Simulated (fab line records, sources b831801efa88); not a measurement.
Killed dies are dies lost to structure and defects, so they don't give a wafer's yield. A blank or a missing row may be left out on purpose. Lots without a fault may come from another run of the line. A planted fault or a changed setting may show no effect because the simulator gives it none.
Problem report in the 8D (eight disciplines) form, filled by code | flow sky130 | the parts of the form that need people (team, actions taken, sign-off) are left out

1. THE PROBLEM
plate_temp_C at SKY_NWELL_SOFTBAKE_06 reads a mean of 121.85 C on 6 wafers of 2 lots; wafers without a fault read 110.00 C with a standard deviation of 0.12. That is +99 standard deviations from the usual mean.
First seen on wafer L359.2, day 7 22:26, on litho_track-02. The record holds 33 wafers of 11 lots with a number at this step. Rule for "out", or "out of limits": more than 4 standard deviations from the usual mean. The other wafers with a number count as sound.

2. WHAT IT IS AND WHAT IT IS NOT
question                    | is                                 | is not
which readings at this step | plate_temp_C, heater_power_total_W | -
which lots                  | L359, L361                         | L345, L346, L347, L348, L349, L360, L363, L365, L367
which wafers of those lots  | all that have a number             | -
read on which tools         | litho_track-02                     | litho_track-01, litho_track-04
when                        | from day 7 22:26                   | up to then (15 sound wafers); but 12 sound wafers of L360, L363, L365, L367 came after

3. SUSPECTS, AND WHAT RULES EACH OUT
Counting: a tool at a process step up to the reading stays a suspect if it ran every lot that is out and no sound lot after the first of them.
- plasma_asher-04 at SKY_FIELD_ISO_STRIP_16 (strips in O2/N2): ruled out as a lasting fault. Sound lots L360, L363, L365 ran on it after its first lot that is out, L359 (day 5 14:50).
- rie_si-02 at SKY_FIELD_ISO_ETCH_17 (etches Si in HBr/Cl2/O2, target depth 342 nm, time 97.7 s): ruled out as a lasting fault. Sound lots L367 ran on it after its first lot that is out, L359 (day 5 14:56).
- litho_track-02 at SKY_NWELL_SOFTBAKE_06: kept. It ran every lot that is out, first L359 (day 7 22:26), and no sound lot after that; its last sound lot up to then is L345 (day 4 08:05). Its own readings are out on those wafers: heater_power_total_W, plate_temp_C.
Left after counting: litho_track-02 at SKY_NWELL_SOFTBAKE_06.

4. THE CAUSE (what the simulator had put in)
Process parameter drift: litho_track-02, from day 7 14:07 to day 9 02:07, at SKY_NWELL_SOFTBAKE_06. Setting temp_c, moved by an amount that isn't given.
Counting left only this tool.

5. THE CHAIN OF EFFECTS, in route order
Each row: a reading whose mean over the struck wafers that have a number lies more than 3 standard deviations from the usual. Only readings for which the record gives a usual standard deviation are gone through. hours: the time from each lot's start at the first step in this table that gives one to its start at this step, as a median over the lots. sigmas: the change in usual standard deviations.
hours | step                  | reading                  | usual    | on struck wafers | change | sigmas
0     | SKY_NWELL_SOFTBAKE_06 | heater_power_total_W     | 65.32 W  | 74.99            | +9.67  | +64
0     | SKY_NWELL_SOFTBAKE_06 | plate_temp_C             | 110.00 C | 121.85           | +11.85 | +99
11    | SKY_NWELL_STRIP_14    | strip_time_to_endpoint_s | 36.89 s  | 35.73            | -1.16  | -11
The process steps in it:
- SKY_NWELL_SOFTBAKE_06
- SKY_NWELL_STRIP_14: strips in O2/N2.

6. WHAT WOULD HAVE CAUGHT IT SOONER
In this record the first reading out of limits was taken at day 7 22:26, 8 hours after the fault began at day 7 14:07.
